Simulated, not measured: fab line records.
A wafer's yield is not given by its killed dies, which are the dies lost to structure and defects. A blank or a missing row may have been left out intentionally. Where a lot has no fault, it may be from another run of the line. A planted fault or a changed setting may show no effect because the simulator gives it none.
Matching of chambers / flow sky130 / SKY_VIA3_ETCH_15 on rie_diel-01 has 4 sister chambers
The step etches SiO2 in C4F8/O2/Ar, stops on TiN, target depth 507 nm, time 78 s. 4 wafers are shown with their chamber, then 7 later ones without.

== WAFERS WITH THEIR CHAMBER ==
wafer=L666.2; chamber=2; oes_product_au (a.u.)=0.950
wafer=L666.5; chamber=0; oes_product_au (a.u.)=0.948
wafer=L667.1; chamber=3; oes_product_au (a.u.)=0.945
wafer=L667.2; chamber=1; oes_product_au (a.u.)=0.957

== WAFERS MISSING THEIR CHAMBER ==
wafer=L667.4; oes_product_au (a.u.)=0.943
wafer=L670.1; oes_product_au (a.u.)=0.947
wafer=L670.5; oes_product_au (a.u.)=0.949
wafer=L670.6; oes_product_au (a.u.)=0.950
wafer=L671.2; oes_product_au (a.u.)=0.951
wafer=L671.3; oes_product_au (a.u.)=0.937
wafer=L671.6; oes_product_au (a.u.)=0.951

== EACH ONE'S CHAMBER ==
wafer=L667.4; from the rows above=can't be placed: 3 or 0 or 2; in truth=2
wafer=L670.1; from the rows above=can't be placed: 0 or 3 or 2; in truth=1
wafer=L670.5; from the rows above=can't be placed: 0 or 2 or 3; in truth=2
wafer=L670.6; from the rows above=can't be placed: 2 or 0 or 3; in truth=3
wafer=L671.2; from the rows above=can't be placed: 2 or 0 or 1 or 3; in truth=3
wafer=L671.3; from the rows above=can't be placed: 3 or 0 or 2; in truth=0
wafer=L671.6; from the rows above=can't be placed: 2 or 0 or 1 or 3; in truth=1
Correct placement for 0 of the 7. From these rows, 7 cannot be placed; in 6 the true chamber is one of the candidates. Placed wrongly: 0.
How it was worked out, from the rows above alone: a wafer's distance from a chamber is the root of the sum, over the readings, of the square of ((its reading less the chamber's mean) divided by the reading's scatter). If the next closest chamber is less than 2 further off than the closest, the wafer can't be placed; otherwise it belongs to the closest. The mean given for a chamber averages the wafers shown for that chamber. The scatter: root of mean squared gap, hidden wafer to nearest shown wafer, with one shown wafer a chamber.
